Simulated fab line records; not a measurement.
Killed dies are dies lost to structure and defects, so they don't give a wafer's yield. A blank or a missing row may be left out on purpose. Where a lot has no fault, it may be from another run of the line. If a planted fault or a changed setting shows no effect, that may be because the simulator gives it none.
A struck lot beside a sound one    flow sky130    30 out of 708 route steps
Sound: wafers L166.1, L166.4, L166.5. Struck: wafers L183.1, L183.2, L183.5. Last of all comes the cause.
Per side, at each step with rows, come the tool, then ch with its chambers, and then its first start. Under that, the readings that differ: sound wafers    struck wafers    difference of the means    sigmas: that difference in standard deviations of wafers without a fault.
alike: words and numbers the same on both sides, and readings whose means are apart by under 2 such deviations; not compared: readings that were withheld, readings missing a value for some wafer, numbers with overlapping values and no deviation given by the record, and bounds like >300 which may hide the same value.
A row with sigmas, a row that says differs or no value, or rows on one side alone: a step with any of these is where the two part. Numbers that have no deviation but don't overlap get no sigmas and don't part them. A reading that every wafer of one side lacks parts them only if that side has two wafers or more.

first, 5 steps without rows for these wafers: SKY_SONOS_ONO_COAT_08 (resist thk 1140 nm); SKY_SONOS_ONO_SOFTBAKE_09 (time 60 s); SKY_SONOS_ONO_EXPOSE_10 (exposes mask ONOM, target cd 410 nm); SKY_SONOS_ONO_PEB_11; SKY_SONOS_ONO_DEVELOP_12 (develop time 60 s).
SKY_SONOS_ONO_CD_MEAS_13 targets a cd of 410 nm.
  sound on cd_sem-01 at day 13 19:19; struck on cd_sem-01 at day 20 01:03
  alike: cd_nm
SKY_SONOS_ONO_OVL_MEAS_14:
  sound on overlay-01 at day 13 19:26; struck on overlay-02 at day 20 01:10
  alike: SONOS_ONO_OVL
SKY_SONOS_ONO_ETCH_15: etches the open film in CHF3/O2, target depth 19.52 nm, time 7.8 s.
  sound on rie_diel-03 ch 0,3, day 13 19:29; struck on rie_diel-03 ch 2,3, day 20 01:13
  alike: O2_flow_sccm, drypump_motor_current_A, oes_product_au, throttle_valve_pct
  not compared: rf_hours_counter_h
then, 1 step without rows for these wafers: SKY_SONOS_ONO_WET_ETCH_16 (etches SiO2 in dHF, target depth 14 nm, time 280 s).
SKY_SONOS_ONO_STRIP_17: strips in O2/N2.
  sound on plasma_asher-02 ch 0,1, day 13 19:35; struck on plasma_asher-04 ch 0,1, day 20 01:19
  alike: drypump_motor_current_A, n2_flow_sccm, oes_product_au, strip_time_to_endpoint_s
  not compared: rf_hours_counter_h
then, 2 steps without rows for these wafers: SKY_SONOS_ONO_WET_ETCH_18 (etches Si3N4 in H3PO4, target depth 15 nm, time 172 s); SKY_GATE_OXIDE_CLEAN_00 (cleans in SC1/SC2, time 150 s).
SKY_GATE_OXIDE_OXIDATION_01: stabilise 600 s, purge 300 s, target thk 10.268 nm.
  sound on furnace-01 ch 0, day 13 20:26; struck on furnace-01 ch 0, day 20 01:32
reading                                            sound             struck             difference  sigmas
model.SiO2_of_GATE_OXIDE_OXIDATION_01.thk_nm (nm)  10.2 10.41 10.48  13.54 13.51 13.49  +3.15       
SKY_GATE_OXIDE_THK_MEAS_02:
  sound on film_metro-03 at day 13 21:51; struck on film_metro-03 at day 20 02:56
reading                           sound              struck             difference  sigmas
GATE_OXIDE_OXIDATION_00_THK (nm)  10.24 10.42 10.51  13.59 13.54 13.48  +3.15       +17
then, 7 steps without rows for these wafers: SKY_GATE_OXIDE_DEHYDRATE_03 (time 60 s); SKY_GATE_OXIDE_HMDS_04 (prime time 60 s); SKY_GATE_OXIDE_COAT_05 (resist thk 1140 nm); SKY_GATE_OXIDE_SOFTBAKE_06 (time 60 s); SKY_GATE_OXIDE_EXPOSE_07 (exposes mask LVOM, target cd 600 nm); SKY_GATE_OXIDE_PEB_08; SKY_GATE_OXIDE_DEVELOP_09 (develop time 60 s).
SKY_GATE_OXIDE_OVL_MEAS_10:
  sound on overlay-01 at day 15 00:16; struck on overlay-01 at day 21 09:07
  alike: GATE_OXIDE_OVL
then, 2 steps without rows for these wafers: SKY_GATE_OXIDE_IMPLANT_11; SKY_GATE_OXIDE_WET_ETCH_12 (etches SiO2 in dHF, target depth 16.8 nm, time 336 s).
SKY_GATE_OXIDE_STRIP_13: strips in O2/N2.
  sound on plasma_asher-03 ch 0,1, day 15 00:34; struck on plasma_asher-01 ch 0,1, day 21 09:25
  alike: drypump_motor_current_A, n2_flow_sccm, oes_product_au, strip_time_to_endpoint_s
  not compared: rf_hours_counter_h
SKY_GATE_OXIDE_TW_MEAS_14:
  sound on film_metro-01 at day 15 00:40; struck on film_metro-01 at day 21 09:31
  alike: GATE_OXIDE_TW
then, 1 step without rows for these wafers: SKY_GATE_OXIDE_CLEAN_15 (cleans in SC1/SC2, time 150 s).
SKY_GATE_OXIDE_OXIDATION_16: stabilise 600 s, purge 300 s, target thk 3.57 nm.
  sound on furnace-01 ch 0, day 15 01:23; struck on furnace-02 ch 0, day 21 09:37
reading                                            sound              struck             difference  sigmas
model.SiO2_of_GATE_OXIDE_OXIDATION_01.thk_nm (nm)  11.58 11.76 11.78  14.69 14.68 14.66  +2.97       
then, 1 step without rows for these wafers: SKY_POLY_GATE_CVD_00 (deposits poly-Si, target thk 180 nm, time 720 s).
-- record jumps: 29 days separate the struck wafers' starts on either side; left off in module POLY_GATE, taken up again in module PAD_OPEN, whose first shown step is the route's number 708 --
SKY_PAD_OPEN_PROBE_99:
  sound on prober-02 at day 46 14:04; struck on prober-02 at day 50 13:44
reading                                 sound                          struck                         difference  sigmas
model.etest.nfet_16v.r_on_ohm_um        1.392e+04 1.397e+04 1.4e+04    1.58e+04 1.587e+04 1.59e+04    +1.89e+03   
model.etest.pfet_16v.r_on_ohm_um        1.539e+04 1.514e+04 1.566e+04  1.624e+04 1.568e+04 1.627e+04  +6.667e+02  
model.etest.tip_sonos.rs_ohm_sq         2728 2761 2751                 3481 3479 3498                 +739        
model.etest.pfet_g5v0d10v5.r_on_ohm_um  4797 4825 4852                 5369 5465 5400                 +587        
model.etest.nfet_g5v0d10v5.r_on_ohm_um  1895 1884 1900                 2127 2170 2154                 +257        
model.etest.tip_p.rs_ohm_sq             6868 6901 6803                 6950 6935 6988                 +100        
model.etest.nfet_g5v0d10v5.drive_ua_um  603.1 607.9 599.1              486.4 483.1 483.4              -119.1      
model.etest.nfet_05v0_nvt.drive_ua_um   580.5 574.7 572                470.3 467.2 469.5              -106.7      
  alike: killed_at_M0_to_M3, killed_at_M4_up, killed_at_contacts, killed_at_front_end, killed_at_other, killed_dies, killed_open, killed_short

== WHERE THEY PART ==
SKY_GATE_OXIDE_THK_MEAS_02 only, going by this record. Later steps at which nothing parts them and some readings are alike: SKY_GATE_OXIDE_OVL_MEAS_10, SKY_GATE_OXIDE_STRIP_13, SKY_GATE_OXIDE_TW_MEAS_14, SKY_PAD_OPEN_PROBE_99.

WHY: the cause the simulator had injected
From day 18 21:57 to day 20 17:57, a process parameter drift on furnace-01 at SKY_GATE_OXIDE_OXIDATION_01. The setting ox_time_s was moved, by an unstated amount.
